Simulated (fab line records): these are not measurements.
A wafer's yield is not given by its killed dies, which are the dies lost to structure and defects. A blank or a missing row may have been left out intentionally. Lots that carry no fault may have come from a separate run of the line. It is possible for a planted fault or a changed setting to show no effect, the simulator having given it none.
A single fault, viewed from 2 desks :: flow gf180mcu :: numbers are kept per desk, each desk with only its own; the story behind them comes last

== AT THE METROLOGY DESK ==
What the gauges read, lot by lot, whatever tool the lot ran on: means of the sampled wafers that have a number. Marked OUT: a lot whose mean sits more than 4 standard deviations from the usual mean, which makes it out of limits; the brackets give that distance.
Columns: A = VT_IMPLANT_4_TW at GF_VT_IMPLANT_TW_MEAS_43, usual 686; B = NWELL_RS at GF_VT_IMPLANT_RS_MEAS_47, usual 488.0 ohm/sq; C = DUAL_GATE_OVL at GF_DUAL_GATE_OVL_MEAS_11, usual 1.1 nm
lot: L522
first seen here: day 7 10:55
A: 684
B: 488.5
C: 0.4

lot: L524
first seen here: day 8 00:28
A: 679
B: 490.7
C: -0.9

lot: L525
first seen here: day 8 06:39
A: 686
B: 487.7
C: 0.4

lot: L526
first seen here: day 8 15:40
A: 685
B: 485.9
C: 2.0

lot: L528
first seen here: day 9 02:16
A: 684
B: 488.1
C: -0.7

lot: L529
first seen here: day 9 09:59
A: 681
B: 489.7
C: 2.4

lot: L530
first seen here: day 9 15:56
A: 692
B: 486.4
C: 0.3

lot: L531
first seen here: day 10 01:17
A: 683
B: 488.0
C: -1.9

lot: L536
first seen here: day 11 12:07
A: 30 (-99 or more) OUT
B: 489.5
C: -

lot: L537
first seen here: day 11 23:58
A: 30 (-99 or more) OUT
B: 487.7
C: -

lot: L538
first seen here: day 12 00:07
A: 688
B: 486.1
C: 2.7

lot: L543
first seen here: day 13 08:26
A: 682
B: 486.7
C: 1.7

lot: L544
first seen here: day 13 17:01
A: 682
B: 486.1
C: -1.0

lot: L545
first seen here: day 13 22:01
A: 686
B: 489.8
C: 1.6
This desk reports L536, L537 out of limits; the earliest was L536 at day 11 12:07 (VT_IMPLANT_4_TW at GF_VT_IMPLANT_TW_MEAS_43). Within limits: L522, L524, L525, L526, L528, L529, L530, L531, L538, L543, L544, L545.

== THE TOOL OWNER'S DESK: implanter-01 ==
GF_VT_IMPLANT_IMPLANT_41, tool's own readings: per-lot mean of the sampled wafers with a number, covering each lot this tool ran. Marked OUT: a lot whose mean sits more than 4 standard deviations from the usual mean, which makes it out of limits; the brackets give that distance.
Columns: A = beam_energy_keV at GF_VT_IMPLANT_IMPLANT_41, usual 69.999; B = beam_on_s at GF_VT_IMPLANT_IMPLANT_41, usual 10.00 s
lot: L522
first seen here: day 7 10:41
A: 70.010
B: 9.99

lot: L524
first seen here: day 8 00:14
A: 70.021
B: 9.89

lot: L544
first seen here: day 13 16:46
A: 69.986
B: 10.11
Result from this desk: across the 3 lots, nothing is out of limits.

== ALL TOGETHER ==
Metrology desk: alarm possible at day 11 12:07 on L536, L537.
The desk of the tool owner found nothing out of limits.
The tool owner's desk has no number on record for L536, L537.
Every lot named ran GF_VT_IMPLANT_IMPLANT_41 on implanter-01.

== WHAT THE SIMULATOR HAD PUT IN ==
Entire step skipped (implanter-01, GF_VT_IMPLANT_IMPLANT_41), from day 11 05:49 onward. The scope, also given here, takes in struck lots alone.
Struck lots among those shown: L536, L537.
Hours from the fault's start to each desk's first reading out of limits: the metrology desk, 6.
